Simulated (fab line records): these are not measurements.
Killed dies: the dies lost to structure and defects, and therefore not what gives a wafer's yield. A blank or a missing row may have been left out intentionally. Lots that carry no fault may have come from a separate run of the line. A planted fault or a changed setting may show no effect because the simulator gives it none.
Comparing a struck lot with a sound one ; flow sky130 ; 43 steps out of a route of 708
Sound: these wafers, L223.1, L223.3, L223.5. Struck: wafer L235.2 (L235.5, L235.6, from the same lot, were not struck and are left out); the cause is given at the end.
At each step with rows: each side's tool, then ch and its chambers, then its first start. Under that, the readings that differ: sound wafers ; struck wafers ; difference of the means ; sigmas: that difference in standard deviations of wafers without a fault.
alike: readings whose means differ by less than 2 such deviations, and words and numbers that are the same on both sides. not compared: withheld readings, readings that some wafer has no value for, bounds like >300 that may hide the same value, and numbers for which the record gives no deviation and whose values overlap.
A row with sigmas, a row that says differs or no value, or rows on one side alone: a step with any of these is where the two part. Non-overlapping numbers with no deviation appear without sigmas and do not part them. A reading that every wafer of one side lacks parts them only if that side has two wafers or more.

SKY_CONTACT_OVL_MEAS_15:
  sound on overlay-02 at day 33 11:14; struck on overlay-02 at day 37 00:17
  alike: CONTACT_OVL
then, 2 steps without rows for these wafers: SKY_CONTACT_ETCH_16 (etches BARC in N2/H2, stops on SiO2, time 45.9 s, target depth 60 nm); SKY_CONTACT_ETCH_17 (etches SiO2 in C4F8/O2/Ar, stops on Si3N4, target depth 340 nm).
SKY_CONTACT_ETCH_18: etches Si3N4 in CHF3/O2, stops on TiN, time 39 s, target depth 75 nm.
  sound on rie-diel-01 ch 0,2,3; struck on rie-diel-04 ch 0
  alike: drypump-motor-current-A, oes-product-au, throttle-valve-pct
  not compared: rf-hours-counter-h
SKY_CONTACT_STRIP_19: strips in O2/N2.
  sound on plasma-asher-02 ch 0,1, day 33 11:24; struck on plasma-asher-01 ch 0, day 37 00:27
  alike: drypump-motor-current-A, oes-product-au, strip-time-to-endpoint-s
  not compared: rf-hours-counter-h
then, 5 steps without rows for these wafers: SKY_CONTACT_STRIP_20 (strips in post etch residue remover, time 1200 s); SKY_CONTACT_CLEAN_21 (cleans in IPA, time 180 s); SKY_CONTACT_CLEAN_22 (cleans in O3/DIW); SKY_CONTACT_SPUTTER_23 (material TiN, target thk 20 nm, time 80 s); SKY_CONTACT_CVD_24 (deposits W, target thk 340 nm, time 102.12 s).
SKY_CONTACT_RS_MEAS_25: uses a four-point probe to measure.
  sound on film-metro-02 at day 33 12:10; struck on film-metro-01 at day 37 01:14
  alike: CONTACT_W_RS
SKY_CONTACT_THK_MEAS_26: measures by xrf.
  sound on film-metro-02 at day 33 12:17; struck on film-metro-01 at day 37 01:20
  alike: CONTACT_W_THK
SKY_CONTACT_CMP_27: polishes, stops on SiO2, t overpolish 15 s, target thk 0 nm.
  sound on cmp-02 ch 0,2, day 33 12:23; struck on cmp-02 ch 2, day 37 01:32
  alike: motor-current-A, overpolish-run-s, time-to-endpoint-s
then, 2 steps without rows for these wafers: SKY_METAL1_SPUTTER_00 (material Ti, target thk 15 nm, time 10 s); SKY_METAL1_SPUTTER_01 (material TiN, target thk 20 nm, time 16.7 s).
SKY_METAL1_SPUTTER_02: material AlCu, target thk 250 nm, time 13.3 s.
  sound on pvd-sputter-04 at day 33 12:41; struck on pvd-sputter-02 at day 37 01:44
  alike: throttle-valve-pct
then, 2 steps without rows for these wafers: SKY_METAL1_SPUTTER_03 (material Ti, target thk 5 nm, time 3.3 s); SKY_METAL1_SPUTTER_04 (material TiN, target thk 70 nm, time 58.3 s).
SKY_METAL1_RS_MEAS_05: uses a four-point probe to measure.
  sound on film-metro-03 at day 33 12:47; struck on film-metro-02 at day 37 01:51
  alike: METAL1_ALCU_RS
SKY_METAL1_THK_MEAS_06: measures by xrf.
  sound on film-metro-03 at day 33 12:54; struck on film-metro-02 at day 37 01:58
  alike: METAL1_ALCU_THK
then, 8 steps without rows for these wafers: SKY_METAL1_DEHYDRATE_07 (time 60 s); SKY_METAL1_HMDS_08 (prime time 60 s); SKY_METAL1_COAT_09 (resist thk 60 nm); SKY_METAL1_COAT_10 (resist thk 450 nm); SKY_METAL1_SOFTBAKE_11 (time 90 s); SKY_METAL1_EXPOSE_12 (exposes mask MM1, target cd 140 nm); SKY_METAL1_PEB_13; SKY_METAL1_DEVELOP_14 (develop time 60 s).
SKY_METAL1_CD_MEAS_15 targets a cd of 140 nm.
  sound on cd-sem-01 at day 34 14:31; struck on cd-sem-01 at day 38 03:59
  alike: cd-nm
SKY_METAL1_OVL_MEAS_16:
  sound on overlay-02 at day 34 14:38; struck on overlay-02 at day 38 04:06
  alike: METAL1_OVL
then, 2 steps without rows for these wafers: SKY_METAL1_DESCUM_17 (chemistry O2, time 8 s); SKY_METAL1_ETCH_18 (etches BARC in N2/H2, stops on SiO2, time 45.9 s, target depth 60 nm).
SKY_METAL1_METAL_ETCH_19: etches the open film in Cl2/BCl3, stops on SiO2, target depth 360 nm, time 81.04 s.
  sound on rie-metal-04 ch 1, day 34 14:52; struck on rie-metal-04 ch 1, day 38 04:14
  alike: drypump-motor-current-A, oes-product-au, throttle-valve-pct
  not compared: rf-hours-counter-h
SKY_METAL1_STRIP_20: strips in O2/N2.
  sound on plasma-asher-04 ch 0,1, day 34 15:03; struck on plasma-asher-04 ch 0, day 38 04:19
  alike: drypump-motor-current-A, oes-product-au, strip-time-to-endpoint-s
  not compared: rf-hours-counter-h
then, 4 steps without rows for these wafers: SKY_METAL1_STRIP_21 (strips in post etch residue remover, time 1200 s); SKY_METAL1_CLEAN_22 (cleans in IPA, time 180 s); SKY_METAL1_CLEAN_23 (cleans in O3/DIW); SKY_VIA1_HDPCVD_00 (deposits SiO2, target thk 1030 nm, time 171.7 s).
SKY_VIA1_THK_MEAS_01:
  sound on film-metro-04 at day 34 15:46; struck on film-metro-03 at day 38 05:04
  alike: VIA1_HDPCVD_THK
then, 1 step without rows for these wafers: SKY_VIA1_CMP_02 (polishes SiO2).
SKY_VIA1_BOW_MEAS_03:
  sound on film-metro-03 at day 34 16:08; struck on film-metro-01 at day 38 05:26
  alike: VIA1_BOW
then, 1 step without rows for these wafers: SKY_VIA1_DEHYDRATE_04 (time 60 s).
-- the record jumps here: 12 days lie between the struck wafers' starts before and after (it left off in module VIA1 and takes up again in module PAD_OPEN, whose first step shown is number 708 of the route) --
SKY_PAD_OPEN_PROBE_99:
  sound on prober-01 at day 47 07:05; struck on prober-01 at day 49 19:42
reading;sound;struck;difference;sigmas
killed-at-contacts;17 18 18;226;+208;+42
killed-dies;92 75 69;269;+190;+19
killed-on-rim;13 19 19;52;+35;+9
  alike: killed_at_M0_to_M3, killed_at_M4_up, killed-at-front-end, killed-at-other, killed-open, killed-short

== WHERE THEY PART ==
At SKY_PAD_OPEN_PROBE_99 and nowhere else, as far as this record goes.

WHY: the cause the simulator had injected
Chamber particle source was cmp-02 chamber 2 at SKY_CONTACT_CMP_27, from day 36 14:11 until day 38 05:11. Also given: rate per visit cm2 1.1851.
